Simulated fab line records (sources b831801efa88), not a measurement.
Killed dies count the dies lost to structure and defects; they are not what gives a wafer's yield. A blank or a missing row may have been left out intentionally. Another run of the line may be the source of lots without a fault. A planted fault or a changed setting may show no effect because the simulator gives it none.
fab line records ; flow sky130 ; part 1 of 2: steps 1 to 28 of 29
record: lots: 7; wafers: 21; last_day: 49
route steps=708 shown METAL2@495 VIA2@507 PAD_OPEN@708
lots with no fault: from the same line, run without faults
start_h: the number of hours between the record's first day and the start of the first shown wafer of the lot ; wait_h: how many hours have passed since the lot's step before this one ; " repeats the value in the row above ; L1.1+2: one row covering several wafers at once ; - no value, or no start was given ; * or withheld: withheld ; < > ~ a bound
route shown NAME@n: a module of which the file shows steps, and the number in the route of the first ; usual: mean and standard deviation over wafers with no fault ; same: alike in all rows ; chamber/n: place in a boat ; sites: each site's reading ; _std_site: standard deviation across them ; _edge_site: inner sites' mean taken away from outer sites' mean ; radius_mm: how far each site lies from the wafer's centre ; mask NAME#n: copy n ; behind: tool/chamber where the wafer was last shaped ; hold: why the lot went on hold/how many hours it stayed there/how the hold came to an end ; device: whichever transistor did not switch (one of n, p or np) ; end of line: tests run on the same wafers once the route is complete ; a step given without rows: its recipe and nothing more ; killed: not the wafer's yield, but the dies lost to structure and defects at the first sort ; map: the dies of a wafer, with x for killed, . for not killed, _ for no die there
set.NAME: setting as actually run; set.NAME@STEP: the setting as run at that earlier step ; model.NAME: the simulator's own value behind a step, which no gauge read
certain route steps with their lots: each step a table, each wafer a row
services: from which hour (start_h, from the record's first day; less than 0 if before it) a tool's chamber was out of use, for how many hours, and why
== steps ==
step: SKY_METAL2_EXPOSE_12
recipe: mask_id: MM2; na: 0.8; source_shape: annular; sigma_inner: 0.55; sigma_outer: 0.85; target_cd_nm: 140; dose_mj: 28
step: SKY_METAL2_PEB_13
recipe: peb_temp_c: withheld; peb_time_s: withheld; resist: KrF-thick
step: SKY_METAL2_DEVELOP_14
recipe: develop_time_s: 60; resist: KrF-thick; dev_temp_c: 21
step: SKY_METAL2_CD_MEAS_15
recipe: target_cd_nm: 140
usual: cd_nm: 139.7/1.8
lot.wafer;tool;chamber;start_h;wait_h;cd_nm
L453.2;cd_sem-02;-;870.96;-;140.4
L453.3;cd_sem-02;-;870.96;-;141.7
L453.5;cd_sem-02;-;870.96;-;141.1
L456.1;cd_sem-02;-;894.43;-;141.9
L456.3;cd_sem-02;-;894.43;-;142.0
L456.5;cd_sem-02;-;894.43;-;140.7
L457.2;cd_sem-01;-;901.53;-;138.4
L457.5;cd_sem-01;-;901.53;-;141.4
L457.6;cd_sem-01;-;901.53;-;141.1
L458.1;cd_sem-01;-;912.28;-;137.0
L458.2;cd_sem-01;-;912.28;-;137.2
L458.4;cd_sem-01;-;912.28;-;138.0
L460.3;cd_sem-01;-;921.16;-;140.5
L460.4;cd_sem-01;-;921.16;-;140.9
L460.6;cd_sem-01;-;921.16;-;140.0
L461.2;cd_sem-01;-;928.96;-;138.2
L461.3;cd_sem-01;-;928.96;-;137.9
L461.5;cd_sem-01;-;928.96;-;138.6
L464.3;cd_sem-01;-;954.87;-;134.8
L464.4;cd_sem-01;-;954.87;-;136.4
L464.5;cd_sem-01;-;954.87;-;135.9
step: SKY_METAL2_OVL_MEAS_16
usual: METAL2_OVL: -1/5.2
lot.wafer;tool;chamber;start_h;wait_h;METAL2_OVL[nm]
L453.2;overlay-02;-;871.06;0.1;4
L453.3;overlay-02;-;871.06;0.1;-1
L453.5;overlay-02;-;871.06;0.1;2
L456.1;overlay-02;-;894.55;0.1;-3
L456.3;overlay-02;-;894.55;0.1;1
L456.5;overlay-02;-;894.55;0.1;1
L457.2;overlay-01;-;901.64;0.1;-3
L457.5;overlay-01;-;901.64;0.1;-1
L457.6;overlay-01;-;901.64;0.1;1
L458.1;overlay-01;-;912.40;0.1;3
L458.2;overlay-01;-;912.40;0.1;-6
L458.4;overlay-01;-;912.40;0.1;-8
L460.3;overlay-01;-;921.25;0.1;-2
L460.4;overlay-01;-;921.25;0.1;-3
L460.6;overlay-01;-;921.25;0.1;-1
L461.2;overlay-02;-;929.06;0.1;6
L461.3;overlay-02;-;929.06;0.1;-2
L461.5;overlay-02;-;929.06;0.1;1
L464.3;overlay-02;-;954.96;0.1;-8
L464.4;overlay-02;-;954.96;0.1;-4
L464.5;overlay-02;-;954.96;0.1;-9
step: SKY_METAL2_DESCUM_17
recipe: chemistry: O2; source_power_w: 150; bias_power_w: 0; pressure_mtorr: 10; temp_c: 40; time_s: 8
usual: drypump_motor_current_A: 5.9/0.63; oes_product_au: 0.997/0.0097
lot.wafer;tool;chamber;start_h;wait_h;drypump_motor_current_A;oes_product_au;rf_hours_counter_h
L453.2;rie_metal-03;0;871.10;0.0;6.8;0.988;-
L453.3;rie_metal-03;0;871.10;0.0;6.8;1.005;-
L453.5;rie_metal-03;0;871.10;0.0;6.8;1.000;-
L456.1;rie_metal-03;0;894.58;0.0;6.9;0.996;11
L456.3;rie_metal-03;0;894.58;0.0;6.8;0.995;-
L456.5;rie_metal-03;0;894.58;0.0;6.8;1.007;-
L457.2;rie_metal-02;0;901.67;0.0;5.7;0.996;16
L457.5;rie_metal-02;0;901.67;0.0;5.7;1.005;-
L457.6;rie_metal-02;1;901.67;0.0;5.1;0.984;-
L458.1;rie_metal-03;0;912.43;0.0;6.8;1.000;13
L458.2;rie_metal-03;1;912.43;0.0;5.4;0.994;3
L458.4;rie_metal-03;1;912.43;0.0;5.5;0.995;-
L460.3;rie_metal-03;1;921.29;0.0;5.5;1.006;-
L460.4;rie_metal-03;0;921.29;0.0;6.8;1.002;-
L460.6;rie_metal-03;1;921.29;0.0;5.4;1.006;-
L461.2;rie_metal-04;1;929.09;0.0;5.3;0.995;3
L461.3;rie_metal-04;0;929.09;0.0;6.3;0.978;-
L461.5;rie_metal-04;1;929.09;0.0;5.3;1.002;-
L464.3;rie_metal-03;1;954.99;0.0;5.4;1.011;-
L464.4;rie_metal-03;0;954.99;0.0;6.8;1.001;-
L464.5;rie_metal-03;1;954.99;0.0;5.4;1.004;-
step: SKY_METAL2_ETCH_18
recipe: chemistry: N2/H2; target: BARC; ion_energy_ev: 200; bias_w: 100; pressure_mtorr: 30; n2_flow_sccm: 100; h2_flow_sccm: 200; icp_w: 500; stop_on: SiO2; time_s: 45.9; target_depth_a: 600
step: SKY_METAL2_METAL_ETCH_19
recipe: target_depth_a: 3600; stop_on: SiO2; over_etch_frac: 0.3; time_s: 78; chemistry: Cl2/BCl3; resist_sidewall_deg: 88; pressure_mtorr: 10; icp_w: 900; bias_w: 48.5; Cl2_flow_sccm: 60; bcl3_flow_sccm: 30
usual: bcl3_flow_sccm: 30.02/0.091; drypump_motor_current_A: 5.9/0.63; oes_product_au: 0.854/0.0058; throttle_valve_pct: 22.265/0.0084
lot.wafer;tool;chamber;start_h;wait_h;bcl3_flow_sccm;drypump_motor_current_A;oes_product_au;rf_hours_counter_h;throttle_valve_pct
L453.2;rie_metal-03;0;871.31;0.1;29.97;6.8;0.856;-;22.258
L453.3;rie_metal-03;0;871.31;0.1;29.95;6.8;0.852;-;22.265
L453.5;rie_metal-03;0;871.31;0.1;29.88;6.8;0.850;-;22.267
L456.1;rie_metal-03;0;894.77;0.1;30.11;6.9;0.854;11;22.272
L456.3;rie_metal-03;0;894.77;0.1;30.18;6.8;0.858;-;22.267
L456.5;rie_metal-03;0;894.77;0.1;30.09;6.8;0.864;-;22.247
L457.2;rie_metal-02;0;901.76;0.0;30.05;5.7;0.860;16;22.278
L457.5;rie_metal-02;0;901.76;0.0;30.08;5.7;0.856;-;22.254
L457.6;rie_metal-02;1;901.76;0.0;30.16;5.1;0.864;-;22.263
L458.1;rie_metal-03;0;912.53;0.0;30.09;6.8;0.863;13;22.286
L458.2;rie_metal-03;1;912.53;0.0;29.91;5.5;0.858;3;22.278
L458.4;rie_metal-03;1;912.53;0.0;30.06;5.4;0.855;-;22.269
L460.3;rie_metal-03;1;921.40;0.1;29.95;5.4;0.847;-;22.265
L460.4;rie_metal-03;0;921.40;0.1;30.04;6.8;0.856;-;22.257
L460.6;rie_metal-03;1;921.40;0.1;29.86;5.5;0.853;-;22.285
L461.2;rie_metal-04;1;929.19;0.0;29.93;5.3;0.862;3;22.260
L461.3;rie_metal-04;0;929.19;0.0;30.07;6.3;0.855;-;22.265
L461.5;rie_metal-04;1;929.19;0.0;29.82;5.3;0.849;-;22.262
L464.3;rie_metal-03;1;955.11;0.1;30.01;5.4;0.856;-;22.269
L464.4;rie_metal-03;0;955.11;0.1;30.12;6.8;0.850;-;22.261
L464.5;rie_metal-03;1;955.11;0.1;30.01;5.4;0.853;-;22.269
step: SKY_METAL2_STRIP_20
recipe: chemistry: O2/N2; power_w: 1400; pressure_mtorr: 1500; platen_temp_c: withheld; o2_flow_sccm: 3000; n2_flow_sccm: 300; overash_fraction: 0.5
step: SKY_METAL2_STRIP_21
recipe: chemistry: post_etch_residue_remover; time_s: 1200; temp_c: 72.5
step: SKY_METAL2_CLEAN_22
recipe: chemistry: IPA; time_s: 180; temp_c: 25
step: SKY_METAL2_CLEAN_23
recipe: chemistry: O3/DIW; dry: n2_spin
step: SKY_VIA2_HDPCVD_00
recipe: material: SiO2; target_thk_nm: 1180; sigma_open_frac: 0.3; time_s: 196.7; temp_c: 400; sih4_flow_sccm: 60; pressure_mtorr: 6
usual: pressure_mtorr: 5.999/0.013; run_length_s: 224.7/0.5
lot.wafer;tool;chamber;start_h;wait_h;pressure_mtorr;run_length_s
L453.2;hdpcvd-02;0;872.06;0.0;5.998;224.4
L453.3;hdpcvd-02;1;872.06;0.0;5.974;224.5
L453.5;hdpcvd-02;0;872.06;0.0;6.004;224.7
L456.1;hdpcvd-01;2;895.54;0.0;-;-
L456.3;hdpcvd-01;0;895.54;0.0;-;-
L456.5;hdpcvd-01;2;895.54;0.0;-;-
L457.2;hdpcvd-02;0;902.48;0.0;-;-
L457.5;hdpcvd-02;1;902.48;0.0;-;-
L457.6;hdpcvd-02;2;902.48;0.0;-;-
L458.1;hdpcvd-01;1;913.23;0.0;-;-
L458.2;hdpcvd-01;2;913.23;0.0;-;-
L458.4;hdpcvd-01;0;913.23;0.0;-;-
L460.3;hdpcvd-01;0;922.09;0.0;5.980;224.8
L460.4;hdpcvd-01;0;922.09;0.0;5.990;224.2
L460.6;hdpcvd-01;1;922.09;0.0;6.003;225.4
L461.2;hdpcvd-01;2;929.88;0.0;6.034;223.9
L461.3;hdpcvd-01;1;929.88;0.0;6.010;225.3
L461.5;hdpcvd-01;1;929.88;0.0;5.999;225.2
L464.3;hdpcvd-01;2;955.76;0.0;5.987;224.0
L464.4;hdpcvd-01;0;955.76;0.0;5.993;224.2
L464.5;hdpcvd-01;1;955.76;0.0;6.007;225.1
step: SKY_VIA2_CMP_02
recipe: material: SiO2; down_force_psi: 4; platen_rpm: 60; pad_velocity_m_s: 0.94248
usual: head_pressure_psi: 4.002/0.01; motor_current_A: 11.8/1.1; slurry_filter_dp_kPa: 13.52/0.13
lot.wafer;tool;chamber;start_h;wait_h;head_pressure_psi;motor_current_A;slurry_filter_dp_kPa
L453.2;cmp-02;3;872.25;0.0;4.011;11.5;13.35
L453.3;cmp-02;2;872.25;0.0;3.997;9.5;13.51
L453.5;cmp-02;0;872.25;0.0;3.984;12.6;13.68
L456.1;cmp-02;0;895.78;0.1;4.019;13.3;13.47
L456.3;cmp-02;2;895.78;0.1;3.971;9.4;13.57
L456.5;cmp-02;3;895.78;0.1;4.010;11.2;13.38
L457.2;cmp-02;2;902.67;0.0;3.990;9.6;13.50
L457.6;cmp-02;2;902.67;0.0;4.012;9.7;13.59
L457.5;cmp-02;3;902.67;0.0;4.007;10.8;13.26
L458.2;cmp-01;0;913.41;0.0;4.000;12.6;13.58
L458.4;cmp-01;2;913.41;0.0;3.989;11.3;13.58
L458.1;cmp-01;3;913.41;0.0;4.005;10.5;13.63
L460.4;cmp-02;3;922.28;0.0;3.996;11.3;13.41
L460.3;cmp-02;2;922.28;0.0;3.997;9.4;13.57
L460.6;cmp-02;3;922.28;0.0;3.999;11.2;13.50
L461.3;cmp-01;2;930.06;0.0;3.999;11.3;13.55
L461.2;cmp-01;1;930.06;0.0;3.991;12.7;13.84
L461.5;cmp-01;3;930.06;0.0;4.014;10.6;13.68
L464.3;cmp-01;3;955.95;0.0;4.019;11.1;13.54
L464.4;cmp-01;0;955.95;0.0;4.002;13.2;13.40
L464.5;cmp-01;0;955.95;0.0;3.987;13.4;13.44
step: SKY_VIA2_BOW_MEAS_03
recipe: mode: bow
usual: VIA2_BOW: 84/7
lot.wafer;tool;chamber;start_h;wait_h;VIA2_BOW[um]
L453.2;film_metro-04;-;872.57;0.3;76
L453.3;film_metro-04;-;872.57;0.3;87
L453.5;film_metro-04;-;872.57;0.3;86
L456.1;film_metro-04;-;896.03;0.2;83
L456.3;film_metro-04;-;896.03;0.2;82
L456.5;film_metro-04;-;896.03;0.2;82
L457.2;film_metro-04;-;902.99;0.3;91
L457.5;film_metro-04;-;902.99;0.3;83
L457.6;film_metro-04;-;902.99;0.3;93
L458.1;film_metro-04;-;913.71;0.1;73
L458.2;film_metro-04;-;913.71;0.1;78
L458.4;film_metro-04;-;913.71;0.1;81
L460.3;film_metro-02;-;922.64;0.1;84
L460.4;film_metro-02;-;922.64;0.1;81
L460.6;film_metro-02;-;922.64;0.1;79
L461.2;film_metro-04;-;930.38;0.1;72
L461.3;film_metro-04;-;930.38;0.1;77
L461.5;film_metro-04;-;930.38;0.1;70
L464.3;film_metro-04;-;956.29;0.3;94
L464.4;film_metro-04;-;956.29;0.3;87
L464.5;film_metro-04;-;956.29;0.3;84
step: SKY_VIA2_DEHYDRATE_04
recipe: temp_c: 200; time_s: 60
step: SKY_VIA2_HMDS_05
recipe: prime_time_s: 60; prime_temp_c: 120
step: SKY_VIA2_COAT_06
recipe: resist: BARC; temp_c: withheld; time_s: withheld; spin_rpm: 3000; resist_thk_nm: 60
step: SKY_VIA2_COAT_07
recipe: resist: KrF-thick; spin_rpm: 3000; resist_thk_nm: 450
step: SKY_VIA2_SOFTBAKE_08
recipe: temp_c: 100; time_s: 90; resist: KrF-thick
step: SKY_VIA2_EXPOSE_09
recipe: mask_id: VIM2; na: 0.8; source_shape: annular; sigma_inner: 0.55; sigma_outer: 0.85; target_cd_nm: 200; dose_mj: 38
step: SKY_VIA2_PEB_10
recipe: peb_temp_c: withheld; peb_time_s: withheld; resist: KrF-thick
step: SKY_VIA2_DEVELOP_11
recipe: develop_time_s: 60; resist: KrF-thick; dev_temp_c: 21
step: SKY_VIA2_CD_MEAS_12
recipe: target_cd_nm: 200
usual: cd_nm: 199.9/1.3
lot.wafer;tool;chamber;start_h;wait_h;cd_nm
L453.2;cd_sem-02;-;898.18;-;197.7
L453.3;cd_sem-02;-;898.18;-;197.3
L453.5;cd_sem-02;-;898.18;-;197.8
L456.1;cd_sem-02;-;921.47;-;199.7
L456.3;cd_sem-02;-;921.47;-;199.0
L456.5;cd_sem-02;-;921.47;-;198.5
L457.2;cd_sem-02;-;928.18;-;200.6
L457.5;cd_sem-02;-;928.18;-;201.3
L457.6;cd_sem-02;-;928.18;-;201.7
L458.1;cd_sem-01;-;938.46;-;199.8
L458.2;cd_sem-01;-;938.46;-;198.9
L458.4;cd_sem-01;-;938.46;-;198.7
L460.3;cd_sem-02;-;947.33;-;202.2
L460.4;cd_sem-02;-;947.33;-;201.6
L460.6;cd_sem-02;-;947.33;-;203.0
L461.2;cd_sem-02;-;955.11;-;197.9
L461.3;cd_sem-02;-;955.11;-;197.4
L461.5;cd_sem-02;-;955.11;-;198.9
L464.3;cd_sem-01;-;980.20;-;198.9
L464.4;cd_sem-01;-;980.20;-;198.4
L464.5;cd_sem-01;-;980.20;-;199.7
step: SKY_VIA2_OVL_MEAS_13
usual: VIA2_OVL: 1/5.7
lot.wafer;tool;chamber;start_h;wait_h;VIA2_OVL[nm]
L453.2;overlay-02;-;898.28;0.1;-5
L453.3;overlay-02;-;898.28;0.1;-2
L453.5;overlay-02;-;898.28;0.1;-3
L456.1;overlay-02;-;921.59;0.1;12
L456.3;overlay-02;-;921.59;0.1;7
L456.5;overlay-02;-;921.59;0.1;9
L457.2;overlay-01;-;928.28;0.1;0
L457.5;overlay-01;-;928.28;0.1;4
L457.6;overlay-01;-;928.28;0.1;2
L458.1;overlay-02;-;938.58;0.1;-4
L458.2;overlay-02;-;938.58;0.1;-2
L458.4;overlay-02;-;938.58;0.1;6
L460.3;overlay-02;-;947.42;0.1;-6
L460.4;overlay-02;-;947.42;0.1;-2
L460.6;overlay-02;-;947.42;0.1;4
L461.2;overlay-01;-;955.21;0.1;12
L461.3;overlay-01;-;955.21;0.1;2
L461.5;overlay-01;-;955.21;0.1;13
L464.3;overlay-02;-;980.29;0.1;-2
L464.4;overlay-02;-;980.29;0.1;8
L464.5;overlay-02;-;980.29;0.1;-5
step: SKY_VIA2_ETCH_14
recipe: chemistry: N2/H2; target: BARC; ion_energy_ev: 200; source_w: 500; bias_w: 100; pressure_mtorr: 30; n2_flow_sccm: 100; h2_flow_sccm: 200; stop_on: SiO2; time_s: 45.9; target_depth_a: 600
usual: drypump_motor_current_A: 5.9/0.36; oes_product_au: 0.856/0.0044; throttle_valve_pct: 13.225/0.0093
lot.wafer;tool;chamber;start_h;wait_h;drypump_motor_current_A;oes_product_au;rf_hours_counter_h;throttle_valve_pct
L453.2;rie_diel-04;2;898.31;0.0;5.6;0.860;7;13.236
L453.3;rie_diel-04;3;898.31;0.0;5.9;0.861;3;13.224
L453.5;rie_diel-04;2;898.31;0.0;5.6;0.857;-;13.221
L456.1;rie_diel-03;0;921.63;0.0;5.4;0.849;10;13.235
L456.3;rie_diel-03;3;921.63;0.0;4.9;0.852;15;13.246
L456.5;rie_diel-03;3;921.63;0.0;4.9;0.847;-;13.243
L457.2;rie_diel-01;1;928.31;0.0;6.6;0.859;10;13.226
L457.5;rie_diel-01;1;928.31;0.0;6.6;0.860;-;13.213
L457.6;rie_diel-01;0;928.31;0.0;6.0;0.855;-;13.229
L458.1;rie_diel-01;0;938.61;0.0;6.0;0.851;9;13.231
L458.2;rie_diel-01;2;938.61;0.0;5.6;0.851;23;13.229
L458.4;rie_diel-01;3;938.61;0.0;6.0;0.856;10;13.218
L460.3;rie_diel-03;0;947.44;0.0;5.4;0.857;11;13.219
L460.4;rie_diel-03;1;947.44;0.0;6.0;0.851;17;13.216
L460.6;rie_diel-03;1;947.44;0.0;6.0;0.852;-;13.212
L461.2;rie_diel-01;1;955.24;0.0;6.6;0.854;11;13.223
L461.3;rie_diel-01;2;955.24;0.0;5.6;0.851;24;13.226
L461.5;rie_diel-01;1;955.24;0.0;6.6;0.856;-;13.228
L464.3;rie_diel-01;3;980.31;0.0;6.0;0.855;11;13.232
L464.4;rie_diel-01;2;980.31;0.0;5.6;0.854;24;13.224
L464.5;rie_diel-01;3;980.31;0.0;6.0;0.851;-;13.233
step: SKY_VIA2_ETCH_15
recipe: target: SiO2; chemistry: C4F8/O2/Ar; target_depth_nm: 546; stop_on: TiN; mask_material: KrF-thick; source_w: 1500; bias_w: 1200; pressure_mtorr: 40; c4f8_flow_sccm: withheld; O2_flow_sccm: 6; Ar_flow_sccm: 300; time_s: 84
usual: oes_product_au: 0.940/0.0048
lot.wafer;tool;chamber;start_h;wait_h;oes_product_au;rf_hours_counter_h;model.etch.depth_nm
L453.2;rie_diel-04;2;898.35;0.0;0.936;7;493.9
L453.3;rie_diel-04;3;898.35;0.0;0.946;3;497
L453.5;rie_diel-04;2;898.35;0.0;0.941;-;494.7
L456.1;rie_diel-03;0;921.67;0.0;0.375;10;0
L456.3;rie_diel-03;3;921.67;0.0;0.376;15;0
L456.5;rie_diel-03;3;921.67;0.0;0.380;-;0
L457.2;rie_diel-01;1;928.35;0.0;0.375;10;0
L457.5;rie_diel-01;1;928.35;0.0;0.370;-;0
L457.6;rie_diel-01;0;928.35;0.0;0.366;-;0
L458.1;rie_diel-01;0;938.65;0.0;0.376;9;0
L458.2;rie_diel-01;2;938.65;0.0;0.378;23;0
L458.4;rie_diel-01;3;938.65;0.0;0.375;10;0
L460.3;rie_diel-03;0;947.48;0.0;0.942;11;496.5
L460.4;rie_diel-03;1;947.48;0.0;0.942;17;493.9
L460.6;rie_diel-03;1;947.48;0.0;0.929;-;493.9
L461.2;rie_diel-01;1;955.28;0.0;0.946;11;496.3
L461.3;rie_diel-01;2;955.28;0.0;0.939;24;495.4
L461.5;rie_diel-01;1;955.28;0.0;0.936;-;494
L464.3;rie_diel-01;3;980.35;0.0;0.932;11;493.3
L464.4;rie_diel-01;2;980.35;0.0;0.939;24;497.5
L464.5;rie_diel-01;3;980.35;0.0;0.948;-;496.3
step: SKY_VIA2_STRIP_16
recipe: chemistry: O2/N2; power_w: 1400; pressure_mtorr: 1500; platen_temp_c: withheld; o2_flow_sccm: 3000; n2_flow_sccm: 300; overash_fraction: 0.5
usual: drypump_motor_current_A: 5.9/0.49; oes_product_au: 0.399/0.0046; strip_time_to_endpoint_s: 4.051/0.03
lot.wafer;tool;chamber;start_h;wait_h;drypump_motor_current_A;oes_product_au;rf_hours_counter_h;strip_time_to_endpoint_s
L453.2;plasma_asher-03;1;898.42;0.0;5.6;0.391;112;4.018
L453.3;plasma_asher-03;1;898.42;0.0;5.6;0.400;-;4.023
L453.5;plasma_asher-03;0;898.42;0.0;6.5;0.405;-;4.023
L456.1;plasma_asher-01;0;921.73;0.0;5.3;0.403;49;4.043
L456.3;plasma_asher-01;0;921.73;0.0;5.3;0.394;-;4.064
L456.5;plasma_asher-01;0;921.73;0.0;5.3;0.399;-;4.072
L457.2;plasma_asher-03;0;928.42;0.0;6.5;0.403;115;4.076
L457.5;plasma_asher-03;1;928.42;0.0;5.6;0.399;-;4.097
L457.6;plasma_asher-03;0;928.42;0.0;6.5;0.394;-;4.082
L458.1;plasma_asher-01;1;938.72;0.0;6.4;0.405;50;4.050
L458.2;plasma_asher-01;0;938.72;0.0;5.3;0.398;50;4.013
L458.4;plasma_asher-01;1;938.72;0.0;6.3;0.400;-;4.078
L460.3;plasma_asher-03;0;947.58;0.1;6.5;0.394;-;4.101
L460.4;plasma_asher-03;1;947.58;0.1;5.6;0.401;-;4.076
L460.6;plasma_asher-03;1;947.58;0.1;5.6;0.397;-;4.107
L461.2;plasma_asher-03;1;955.35;0.0;5.6;0.406;118;4.091
L461.3;plasma_asher-03;0;955.35;0.0;6.5;0.406;-;4.023
L461.5;plasma_asher-03;1;955.35;0.0;5.6;0.405;-;4.084
L464.3;plasma_asher-03;0;980.45;0.1;6.5;0.399;-;4.046
L464.4;plasma_asher-03;1;980.45;0.1;5.6;0.400;-;3.990
L464.5;plasma_asher-03;0;980.45;0.1;6.5;0.394;-;4.057
== key ==
first_sign: step: SKY_VIA2_HDPCVD_00; reading: tool_record; direction: missing
effect: step: SKY_VIA2_ETCH_15; reading: oes_product_au; direction: down; sigmas: 99+; usual: 0.940; struck: 0.375
effect: step: SKY_PAD_OPEN_PROBE_99; reading: killed_at_M0_to_M3; direction: up; sigmas: 60; usual: 44; struck: 484
model_effect: step: SKY_VIA2_ETCH_15; value: etch.depth_nm; without: 494.8; struck: 0
met_at SKY_VIA2_HDPCVD_00
struck_wafers L456.1,L456.3,L456.5,L457.2,L457.5,L457.6,L458.1,L458.2,L458.4
later_rows_left_out L456.1,L456.3,L456.5,L457.2,L457.5,L457.6,L458.1,L458.2,L458.4
onset_between 872.06 895.54
fault: kind: skipped_step_whole; tool: hdpcvd-01,hdpcvd-02; chamber: -; onset_h: 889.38; steps: SKY_VIA2_HDPCVD_00; scope: struck_lots_only
later_rows_left_out: the simulator's readings of these wafers behind a module that went badly wrong aren't trusted and aren't shown, but for the sort
